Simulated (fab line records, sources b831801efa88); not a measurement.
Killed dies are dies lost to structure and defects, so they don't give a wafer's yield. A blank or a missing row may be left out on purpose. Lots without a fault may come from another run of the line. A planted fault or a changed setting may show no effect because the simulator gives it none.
Which tool did it? | flow sky130 | 11 lots, 33 wafers sampled, at 1 step of a route of 708

WHAT THE GAUGES READ, wafer by wafer
SKY_GATE_OXIDE_TW_MEAS_14.
lot  | measured     | on            | GATE_OXIDE_TW
L592 | day 13 11:43 | film_metro-01 | 228.6 230.9 228.5
L593 | day 14 01:17 | film_metro-04 | 227.4 225.7 226.4
L594 | day 14 18:25 | film_metro-04 | 225.8 226.3 226.1
L597 | day 15 17:35 | film_metro-02 | 226.9 226.9 228.1
L599 | day 16 03:05 | film_metro-01 | 228.1 228.1 227.3
L600 | day 16 15:11 | film_metro-01 | 227.0 227.9 227.0
L607 | day 19 03:55 | film_metro-04 | 225.5 225.1 223.0
L608 | day 19 07:05 | film_metro-01 | 231.3 230.4 229.4
L613 | day 20 23:47 | film_metro-04 | 227.5 226.9 227.5
L614 | day 21 15:47 | film_metro-02 | 227.1 228.5 226.7
L615 | day 21 22:50 | film_metro-01 | 230.7 228.5 229.2

WHICH TOOL RAN EACH LOT (tool, then ch and the chambers of the sampled wafers, then the start)
The record holds no process step before these readings.

THE ANSWER, worked out from the rows above alone
Rule: what is usual is taken from the lots themselves. Put in order of their means at a reading, lots are off if they are a third of the lots or fewer, leave a main group of 4 or more, and stand apart from it by a gap of 3 or more times the standard deviation of the main group's means; of several such gaps the widest counts. A main group whose means are all the same, to the digits that the tables above print for the reading, isn't used. A lot without any number at a reading at which 4 lots or more have one is off too. The other lots that the step has rows for count as sound.
No lot is off at any reading shown: from this, nothing can be told.

WHAT THE SIMULATOR HAD PUT IN
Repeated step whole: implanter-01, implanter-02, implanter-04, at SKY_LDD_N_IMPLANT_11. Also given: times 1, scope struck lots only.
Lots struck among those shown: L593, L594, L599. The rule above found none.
